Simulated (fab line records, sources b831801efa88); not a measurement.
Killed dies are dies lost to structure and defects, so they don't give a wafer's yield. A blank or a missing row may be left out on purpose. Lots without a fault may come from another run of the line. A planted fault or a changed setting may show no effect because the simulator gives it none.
Which tool did it? | flow sky130 | 12 lots, 36 wafers sampled, at 1 step of a route of 708

WHAT THE GAUGES READ, wafer by wafer
SKY_VIA1_BOW_MEAS_03.
lot  | measured     | on            | VIA1_BOW (um)
L075 | day 33 08:12 | film_metro-04 | 85 74 75
L077 | day 34 13:56 | film_metro-04 | 75 70 84
L078 | day 34 22:58 | film_metro-03 | 90 79 83
L081 | day 36 03:52 | film_metro-02 | 81 68 69
L082 | day 36 13:03 | film_metro-02 | 73 93 73
L085 | day 37 05:46 | film_metro-02 | 78 75 85
L088 | day 38 05:07 | film_metro-04 | 83 86 74
L090 | day 38 09:15 | film_metro-03 | 83 83 76
L091 | day 38 14:33 | film_metro-02 | 91 80 87
L093 | day 39 06:22 | film_metro-03 | 87 82 74
L095 | day 39 14:27 | film_metro-03 | 77 85 87
L097 | day 40 02:53 | film_metro-04 | 76 88 77

WHICH TOOL RAN EACH LOT (tool, then ch and the chambers of the sampled wafers, then the start)
The record holds no process step before these readings.

THE ANSWER, worked out from the rows above alone
Rule: what is usual is taken from the lots themselves. Put in order of their means at a reading, lots are off if they are a third of the lots or fewer, leave a main group of 4 or more, and stand apart from it by a gap of 3 or more times the standard deviation of the main group's means; of several such gaps the widest counts. A main group whose means are all the same, to the digits that the tables above print for the reading, isn't used. A lot without any number at a reading at which 4 lots or more have one is off too. The other lots that the step has rows for count as sound.
No lot is off at any reading shown: from this, nothing can be told.

WHAT THE SIMULATOR HAD PUT IN
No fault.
